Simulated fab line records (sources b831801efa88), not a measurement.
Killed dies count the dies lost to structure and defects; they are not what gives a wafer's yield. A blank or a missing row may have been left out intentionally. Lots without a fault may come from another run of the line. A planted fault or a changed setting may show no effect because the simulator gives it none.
Problem report, 8D (eight disciplines) form, completed by code + flow gf180mcu + the parts of the form that need people (team, actions taken, sign-off) are left out

== 1. WHAT IS WRONG ==
At GF_PASSIVATION_STRIP_12, stripTimeToEndpointS averages 30.05 s over 6 wafers from 2 lots, while fault-free wafers read 32.94 s, standard deviation 0.27. That is -11 standard deviations from the usual mean.
The step: strips in O2/N2.
First observed at day 32 13:55: wafer L563.1, on plasmaAsher-04. At this step, 33 wafers from 11 lots have a number in the record. The rule behind "out" and "out of limits": a value lying over 4 standard deviations away from the usual mean. The other wafers with a number count as sound.

== 2. WHAT IT IS, AND WHAT IT ISN'T ==
| question                    | is                     | is not                                                                 |
|-----------------------------|------------------------|------------------------------------------------------------------------|
| which readings at this step | stripTimeToEndpointS   | chamberPressureMTorr, drypumpMotorCurrentA, heaterPowerW, oesProductAu |
| which lots                  | L563, L564             | L551, L552, L553, L554, L555, L556, L560, L562, L574                   |
| which wafers of those lots  | all that have a number | -                                                                      |
| read on which tools         | plasmaAsher-04         | plasmaAsher-02, plasmaAsher-03                                         |
| when                        | from day 32 13:55      | up to then (24 sound wafers); but 3 sound wafers of L574 came after    |

== 3. THE SUSPECTS, EACH WITH WHAT RULES IT OUT ==
Counting: any tool at a process step up to the reading is kept as a suspect provided that every lot that is out went through it and no sound lot did after the first of them.
- lithoTrack-02 at GF_PASSIVATION_COAT_06 (resist thk 4000 nm): kept. It processed each lot that is out, first L563 at day 32 05:05, and no sound lot thereafter; up to then, the last sound lot it processed was L562 at day 31 21:23.
- plasmaAsher-04 at GF_PASSIVATION_STRIP_12 (strips in O2/N2): kept. It processed each lot that is out, first L563 at day 32 13:55, and no sound lot thereafter; up to then, the last sound lot it processed was L560 at day 31 19:52. On those wafers its own readings are out: stripTimeToEndpointS.
After counting, lithoTrack-02 at GF_PASSIVATION_COAT_06 and plasmaAsher-04 at GF_PASSIVATION_STRIP_12 remain.

== 4. THE CAUSE (what the simulator had put in) ==
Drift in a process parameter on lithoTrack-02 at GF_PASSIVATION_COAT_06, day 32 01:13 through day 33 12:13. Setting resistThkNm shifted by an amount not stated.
After counting, 2 suspects remain, this tool included.

== 5. SEQUENCE OF EFFECTS, ordered by route ==
Each row: a reading whose mean over the struck wafers that have a number lies more than 3 standard deviations from the usual. Scope: only readings with a usual standard deviation given in the record; hours: median across lots of the time from each lot's start at the first step in this table that gives one to its start at this step; sigmas: change in usual standard deviations.
| hours | step                    | reading              | usual   | on struck wafers | change | sigmas |
|-------|-------------------------|----------------------|---------|------------------|--------|--------|
| 0     | GF_PASSIVATION_STRIP_12 | stripTimeToEndpointS | 32.94 s | 30.05            | -2.89  | -11    |
Here are the process steps it includes:
- GF_PASSIVATION_STRIP_12: strips in O2/N2.

== 6. HOW IT WOULD HAVE BEEN CAUGHT EARLIER ==
In this record no reading fell out of limits until day 32 13:55, 13 hours after the fault had begun at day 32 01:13.
Tool readings at GF_PASSIVATION_COAT_06 with a usual standard deviation given in the record: none out on any struck wafer, hence no alarm at a limit of 4 standard deviations on them.
The start of GF_PASSIVATION_COAT_06 on lithoTrack-02 came by day 32 13:55 for every one of the lots that are out (2). Holding the tool at that point would not have protected any of them.
